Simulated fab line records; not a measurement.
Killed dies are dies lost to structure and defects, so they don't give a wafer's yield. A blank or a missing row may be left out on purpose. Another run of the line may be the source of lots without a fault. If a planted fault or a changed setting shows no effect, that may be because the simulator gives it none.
fab line records | flow sky130
[record] lots = 7 | wafers = 21 | last_day = 50
route steps=708 shown LI_CONTACT@385 LOCAL_INTERCONNECT@387
lots with no fault: from the same line, run without faults
start_h: the number of hours between the record's first day and the start of the first shown wafer of the lot | wait_h: hours from the lot's prior step to this one | " unchanged from the row above | L1.1+2: a single row standing in for several wafers | - no value present, or no start provided | * or withheld: withheld | < > ~ a bound
route shown NAME@n: a module of which the file shows steps, and the number in the route of the first | usual: mean and standard deviation over wafers with no fault | same: alike in all rows | chamber/n: place in a boat | sites: readings site by site | _std_site: how widely they spread, as a standard deviation | _edge_site: the outer-site mean with the inner-site mean subtracted | radius_mm: how far each site lies from the wafer's centre | mask NAME#n: copy n | behind: the most recent tool/chamber to have shaped the wafer | hold: why the lot went on hold/how many hours it stayed there/how the hold came to an end | device: whichever transistor did not switch (one of n, p or np) | end of line: the route-end tests of the same wafers | for a step that has no rows: nothing shown but its recipe | killed: at the first sort, the dies lost to defects and structure; wafer yield is something else | map: a wafer's dies, x killed, . not, _ none there
set.NAME: the run value of the setting; set.NAME@STEP: its run value at that earlier step | model.NAME: the simulator's own value behind a step, which no gauge read
lots at some steps of the route; a table a step, a row a wafer
services: the hour from which a tool's chamber was out of use, counted from the record's first day as start_h (under 0 if before that day), plus the number of hours and why
[[steps]]
[step SKY_LI_CONTACT_THK_MEAS_23]
[recipe] thk_meas_gauge = xrf | reads = W_of_LI_CONTACT_CVD_21
[usual] LI_CONTACT_W_THK = 409/7.5
lot.wafer | tool          | chamber | start_h | wait_h | LI_CONTACT_W_THK[nm]
L363.1    | film_metro-02 | -       | 678.66  | 0.1    | 405
L363.5    | "             | -       | "       | "      | 404
L363.6    | "             | -       | "       | "      | 421
L375.3    | film_metro-02 | -       | 779.25  | 0.1    | 417
L375.5    | "             | -       | "       | "      | 415
L375.6    | "             | -       | "       | "      | 412
L379.3    | film_metro-03 | -       | 803.22  | 0.1    | 405
L379.4    | "             | -       | "       | "      | 406
L379.5    | "             | -       | "       | "      | 398
L380.1    | film_metro-04 | -       | 806.52  | 0.1    | 411
L380.4    | "             | -       | "       | "      | 414
L380.5    | "             | -       | "       | "      | 404
L381.2    | film_metro-04 | -       | 808.51  | 0.1    | 408
L381.4    | "             | -       | "       | "      | 407
L381.6    | "             | -       | "       | "      | 409
L384.1    | film_metro-03 | -       | 836.15  | 0.1    | 396
L384.2    | "             | -       | "       | "      | 409
L384.5    | "             | -       | "       | "      | 403
L386.1    | film_metro-04 | -       | 857.98  | 0.1    | 410
L386.4    | "             | -       | "       | "      | 415
L386.6    | "             | -       | "       | "      | 408
[step SKY_LI_CONTACT_CMP_24]
[recipe] stop_on = PSG | t_overpolish_s = 20 | down_force_psi = 3.5 | platen_rpm = 60 | target_thk_nm = 0 | pad_velocity_m_s = 0.94248
[usual] motor_current_A = 11.1/0.89 | overpolish_run_s = 20.000/0.0089 | time_to_endpoint_s = 94/4
lot.wafer | tool   | chamber | start_h | wait_h | motor_current_A | overpolish_run_s | time_to_endpoint_s
L363.1    | cmp-02 | 0       | 678.87  | 0.2    | 9.9             | 19.993           | 90
L363.5    | "      | 1       | "       | "      | 12.1            | 20.005           | 90
L363.6    | "      | 2       | "       | "      | 10.8            | 19.988           | 89
L375.3    | cmp-02 | 1       | 779.29  | 0.0    | 11.7            | 20.001           | 95
L375.6    | "      | 1       | "       | "      | 11.2            | 20.006           | 94
L375.5    | "      | 2       | "       | "      | 10.9            | 20.005           | 88
L379.4    | cmp-02 | 2       | 803.36  | 0.1    | 10.8            | 20.009           | 90
L379.3    | "      | 3       | "       | "      | 12.4            | 19.997           | 90
L379.5    | "      | 1       | "       | "      | 10.7            | 19.992           | 94
L380.4    | cmp-02 | 2       | 806.63  | 0.1    | 10.5            | 19.995           | 93
L380.1    | "      | 0       | "       | "      | 9.8             | 19.989           | 99
L380.5    | "      | 2       | "       | "      | 10.3            | 19.993           | 90
L381.4    | cmp-02 | 3       | 808.56  | 0.0    | 10.9            | 20.005           | 95
L381.2    | "      | 2       | "       | "      | 10.7            | 20.017           | 90
L381.6    | "      | 3       | "       | "      | 12.0            | 20.001           | 98
L384.2    | cmp-01 | 3       | 836.21  | 0.0    | 11.5            | 19.995           | 93
L384.1    | "      | 1       | "       | "      | 11.3            | 19.987           | 91
L384.5    | "      | 3       | "       | "      | 11.6            | 20.010           | 90
L386.4    | cmp-02 | 3       | 858.04  | 0.0    | 11.4            | 19.986           | 90
L386.1    | "      | 2       | "       | "      | 11.0            | 20.000           | 84
L386.6    | "      | 3       | "       | "      | 12.1            | 19.994           | 87
[step SKY_LOCAL_INTERCONNECT_SPUTTER_00]
[recipe] material = TiN | target_thk_nm = 100 | temp_c = 300 | power_w = 6500 | time_s = 83.3 | chamber_pressure_pa = 0.4
[usual] susceptor_temp_C = 300.01/0.19 | throttle_valve_pct = 29.9/1
lot.wafer | tool           | chamber | start_h | wait_h | susceptor_temp_C | throttle_valve_pct
L363.1    | pvd_sputter-02 | -       | 679.02  | 0.1    | 299.98           | 31.1
L363.5    | "              | -       | "       | "      | 300.26           | 29.7
L363.6    | "              | -       | "       | "      | 300.03           | 31.5
L375.3    | pvd_sputter-03 | -       | 779.59  | 0.2    | 299.95           | 28.8
L375.5    | "              | -       | "       | "      | 300.12           | 28.7
L375.6    | "              | -       | "       | "      | 299.86           | 28.7
L379.3    | pvd_sputter-04 | -       | 803.56  | 0.1    | 300.16           | 30.3
L379.4    | "              | -       | "       | "      | 300.36           | 29.1
L379.5    | "              | -       | "       | "      | 300.22           | 28.9
L380.1    | pvd_sputter-02 | -       | 806.88  | 0.1    | 300.35           | 30.0
L380.4    | "              | -       | "       | "      | 300.28           | 31.5
L380.5    | "              | -       | "       | "      | 300.17           | 30.3
L381.2    | pvd_sputter-02 | -       | 808.86  | 0.1    | 299.83           | 31.2
L381.4    | "              | -       | "       | "      | 300.19           | 30.5
L381.6    | "              | -       | "       | "      | 299.94           | 31.3
L384.1    | pvd_sputter-02 | -       | 836.51  | 0.1    | 300.50           | 31.0
L384.2    | "              | -       | "       | "      | 299.88           | 30.5
L384.5    | "              | -       | "       | "      | 300.09           | 31.2
L386.1    | pvd_sputter-04 | -       | 858.34  | 0.1    | 299.87           | 28.9
L386.4    | "              | -       | "       | "      | 299.87           | 29.3
L386.6    | "              | -       | "       | "      | 300.57           | 30.4
[step SKY_LOCAL_INTERCONNECT_RS_MEAS_01]
[recipe] thk_meas_gauge = four-point-probe | reads = TiN_of_LOCAL_INTERCONNECT_SPUTTER_00
[usual] LOCAL_INTERCONNECT_TIN_RS = 14.01/0.19
lot.wafer | tool          | chamber | start_h | wait_h | LOCAL_INTERCONNECT_TIN_RS[ohm/sq]
L363.1    | film_metro-01 | -       | 679.09  | 0.0    | 14.11
L363.5    | "             | -       | "       | "      | 14.23
L363.6    | "             | -       | "       | "      | 14.16
L375.3    | film_metro-04 | -       | 779.69  | 0.1    | 13.80
L375.5    | "             | -       | "       | "      | 13.83
L375.6    | "             | -       | "       | "      | 14.00
L379.3    | film_metro-03 | -       | 803.67  | 0.1    | 13.71
L379.4    | "             | -       | "       | "      | 14.12
L379.5    | "             | -       | "       | "      | 14.19
L380.1    | film_metro-04 | -       | 806.94  | 0.0    | 14.14
L380.4    | "             | -       | "       | "      | 13.99
L380.5    | "             | -       | "       | "      | 13.92
L381.2    | film_metro-01 | -       | 808.95  | 0.1    | 13.76
L381.4    | "             | -       | "       | "      | 13.75
L381.6    | "             | -       | "       | "      | 13.81
L384.1    | film_metro-03 | -       | 836.66  | 0.1    | 14.02
L384.2    | "             | -       | "       | "      | 13.82
L384.5    | "             | -       | "       | "      | 13.98
L386.1    | film_metro-01 | -       | 858.40  | 0.0    | 13.91
L386.4    | "             | -       | "       | "      | 13.80
L386.6    | "             | -       | "       | "      | 13.56
[step SKY_LOCAL_INTERCONNECT_THK_MEAS_02]
[recipe] thk_meas_gauge = xrf | reads = TiN_of_LOCAL_INTERCONNECT_SPUTTER_00
[usual] LOCAL_INTERCONNECT_TIN_THK = 100.8/1.5
lot.wafer | tool          | chamber | start_h | wait_h | LOCAL_INTERCONNECT_TIN_THK[nm]
L363.1    | film_metro-01 | -       | 679.21  | 0.1    | 100.4
L363.5    | "             | -       | "       | "      | 99.7
L363.6    | "             | -       | "       | "      | 100.0
L375.3    | film_metro-04 | -       | 779.79  | 0.1    | 102.0
L375.5    | "             | -       | "       | "      | 101.7
L375.6    | "             | -       | "       | "      | 100.7
L379.3    | film_metro-03 | -       | 803.77  | 0.1    | 102.9
L379.4    | "             | -       | "       | "      | 100.3
L379.5    | "             | -       | "       | "      | 99.8
L380.1    | film_metro-04 | -       | 807.06  | 0.1    | 99.2
L380.4    | "             | -       | "       | "      | 100.0
L380.5    | "             | -       | "       | "      | 100.3
L381.2    | film_metro-01 | -       | 809.06  | 0.1    | 103.4
L381.4    | "             | -       | "       | "      | 103.4
L381.6    | "             | -       | "       | "      | 102.8
L384.1    | film_metro-03 | -       | 836.78  | 0.1    | 101.0
L384.2    | "             | -       | "       | "      | 102.2
L384.5    | "             | -       | "       | "      | 101.2
L386.1    | film_metro-01 | -       | 858.52  | 0.1    | 101.5
L386.4    | "             | -       | "       | "      | 101.7
L386.6    | "             | -       | "       | "      | 104.3
[step SKY_LOCAL_INTERCONNECT_DEHYDRATE_03]
[recipe] temp_c = 200 | time_s = 60
[step SKY_LOCAL_INTERCONNECT_HMDS_04]
[recipe] prime_time_s = 60 | prime_temp_c = 120
[step SKY_LOCAL_INTERCONNECT_COAT_05]
[recipe] resist = BARC | temp_c = withheld | time_s = withheld | spin_rpm = 3000 | resist_thk_nm = 60
[step SKY_LOCAL_INTERCONNECT_COAT_06]
[recipe] resist = KrF-thick | spin_rpm = 3000 | resist_thk_nm = 450
[step SKY_LOCAL_INTERCONNECT_SOFTBAKE_07]
[recipe] temp_c = 100 | time_s = 90 | resist = KrF-thick
[step SKY_LOCAL_INTERCONNECT_EXPOSE_08]
[recipe] mask_id = LI1M | na = 0.8 | source_shape = annular | sigma_inner = 0.55 | sigma_outer = 0.85 | target_cd_nm = 170 | dose_mj = 28
[step SKY_LOCAL_INTERCONNECT_PEB_09]
[recipe] peb_temp_c = withheld | peb_time_s = withheld | resist = KrF-thick
[step SKY_LOCAL_INTERCONNECT_DEVELOP_10]
[recipe] develop_time_s = 60 | resist = KrF-thick | dev_temp_c = 21
[usual] chill_plate_temp_C = 22.99/0.1 | develop_time_s = 60/0 | resist_line_temp_C = 22.98/0.095
lot.wafer | tool           | chamber | start_h | wait_h | chill_plate_temp_C | develop_time_s | resist_line_temp_C | model.KrF-thick_of_LOCAL_INTERCONNECT_COAT_06.thk_nm
L363.1    | litho_track-03 | 0       | 704     | -      | 22.95              | 60             | 23.02              | 437.7
L363.5    | "              | 0       | "       | "      | 23.19              | 60             | 22.89              | 437.5
L363.6    | "              | 0       | "       | "      | 22.99              | 60             | 22.98              | 437.1
L375.3    | litho_track-04 | 0       | 806     | -      | 22.94              | 60             | 23.05              | 437.1
L375.5    | "              | 0       | "       | "      | 22.93              | 60             | 23.02              | 435.3
L375.6    | "              | 0       | "       | "      | 23.06              | 60             | 22.97              | 435.6
L379.3    | litho_track-04 | -       | 830     | -      | -                  | -              | -                  | 450.6
L379.4    | "              | -       | "       | "      | -                  | -              | -                  | 450.2
L379.5    | "              | -       | "       | "      | -                  | -              | -                  | 450.6
L380.1    | litho_track-04 | -       | 833     | -      | -                  | -              | -                  | 449.1
L380.4    | "              | -       | "       | "      | -                  | -              | -                  | 449.8
L380.5    | "              | -       | "       | "      | -                  | -              | -                  | 449.5
L381.2    | litho_track-04 | -       | 835     | -      | -                  | -              | -                  | 451.6
L381.4    | "              | -       | "       | "      | -                  | -              | -                  | 450.8
L381.6    | "              | -       | "       | "      | -                  | -              | -                  | 450.5
L384.1    | litho_track-04 | 0       | 863     | -      | 22.95              | 60             | 22.88              | 434.5
L384.2    | "              | 0       | "       | "      | 22.84              | 60             | 22.92              | 434.4
L384.5    | "              | 0       | "       | "      | 23.07              | 60             | 22.91              | 434.7
L386.1    | litho_track-04 | 0       | 885     | -      | 22.82              | 60             | 23.19              | 434.3
L386.4    | "              | 0       | "       | "      | 22.96              | 60             | 23.18              | 436.3
L386.6    | "              | 0       | "       | "      | 23.00              | 60             | 23.15              | 435.7
[step SKY_LOCAL_INTERCONNECT_CD_MEAS_11]
[recipe] target_cd_nm = 170
[usual] cd_nm = 170.4/1.4
lot.wafer | tool      | chamber | start_h | wait_h | cd_nm
L363.1    | cd_sem-02 | -       | 704.80  | -      | 171.9
L363.5    | "         | -       | "       | "      | 171.6
L363.6    | "         | -       | "       | "      | 171.2
L375.3    | cd_sem-01 | -       | 806.21  | -      | 169.6
L375.5    | "         | -       | "       | "      | 168.9
L375.6    | "         | -       | "       | "      | 167.5
L379.3    | cd_sem-02 | -       | 830.46  | -      | -
L379.4    | "         | -       | "       | "      | -
L379.5    | "         | -       | "       | "      | -
L380.1    | cd_sem-02 | -       | 833.57  | -      | -
L380.4    | "         | -       | "       | "      | -
L380.5    | "         | -       | "       | "      | -
L381.2    | cd_sem-02 | -       | 835.69  | -      | -
L381.4    | "         | -       | "       | "      | -
L381.6    | "         | -       | "       | "      | -
L384.1    | cd_sem-02 | -       | 863.82  | -      | 169.9
L384.2    | "         | -       | "       | "      | 169.1
L384.5    | "         | -       | "       | "      | 169.9
L386.1    | cd_sem-02 | -       | 885.56  | -      | 169.8
L386.4    | "         | -       | "       | "      | 169.1
L386.6    | "         | -       | "       | "      | 170.5
[[services]]
tool           | chamber | start_h | hours | kind
cmp-02         | -       | 671.51  | 4.1   | repair
pvd_sputter-04 | 1       | 712.52  | -     | consumable_replace:kit
pvd_sputter-04 | 1       | 712.52  | 18.0  | scheduled_down
pvd_sputter-04 | 1       | 712.52  | 18.0  | vent_cycle
cmp-01         | -       | 734.28  | 5.3   | pm
cmp-02         | -       | 744.15  | 4.0   | pm
cmp-02         | -       | 748.15  | -     | consumable_replace:conditioner
cmp-02         | -       | 748.15  | -     | consumable_replace:pad
cmp-01         | -       | 760.69  | 12.0  | repair
cmp-01         | -       | 761.54  | 5.8   | repair
pvd_sputter-03 | -       | 763.95  | 10.5  | repair
cmp-01         | -       | 767.95  | 1.6   | repair
pvd_sputter-02 | -       | 777.75  | 1.7   | repair
cmp-01         | -       | 779.22  | 39.5  | repair
pvd_sputter-03 | 3       | 794.77  | -     | consumable_replace:kit
pvd_sputter-03 | -       | 806.33  | 1.3   | repair
cmp-01         | -       | 818.76  | 6.6   | pm
cmp-02         | -       | 825.40  | 4.7   | pm
pvd_sputter-02 | 3       | 832.59  | -     | consumable_replace:kit
pvd_sputter-02 | 3       | 832.59  | 18.0  | scheduled_down
pvd_sputter-02 | 3       | 832.59  | 18.0  | vent_cycle
cmp-01         | -       | 837.35  | 2.5   | repair
cmp-02         | -       | 854.77  | 0.2   | repair
pvd_sputter-02 | -       | 860.05  | 1.9   | repair
[[key]]
[first_sign] step = SKY_LOCAL_INTERCONNECT_DEVELOP_10 | reading = tool_record | direction = missing
effect none on later readings
[model_effect] step = SKY_LOCAL_INTERCONNECT_DEVELOP_10 | value = KrF-thick_of_LOCAL_INTERCONNECT_COAT_06.thk_nm | without = 436.2 | struck = 450.3
met_at SKY_LOCAL_INTERCONNECT_DEVELOP_10
struck_wafers L379.3,L379.4,L379.5,L380.1,L380.4,L380.5,L381.2,L381.4,L381.6
later_rows_left_out L379.3,L379.4,L379.5,L380.1,L380.4,L380.5,L381.2,L381.4,L381.6
sort_left_out L379.3,L379.4,L379.5,L380.1,L380.4,L380.5,L381.2,L381.4,L381.6
tester_left_out L379,L380,L381
onset_between 806 830
[fault] kind = skipped_step_whole | tool = litho_track-04 | chamber = - | onset_h = 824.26 | steps = SKY_LOCAL_INTERCONNECT_DEVELOP_10 | scope = struck_lots_only
// tester_left_out: of these lots the tester's yield and bins aren't shown, on N5 and GAA mostly nor the transistor test; their killed dies are dies lost to structure and defects alone, not to doping, threshold or leakage, so they don't give the yield
// sort_left_out: the simulated sort isn't trusted on such a fault, so these wafers' sort isn't shown, and their yield isn't known
// later_rows_left_out: the simulator's readings of these wafers behind a module that went badly wrong aren't trusted and aren't shown, but for the sort
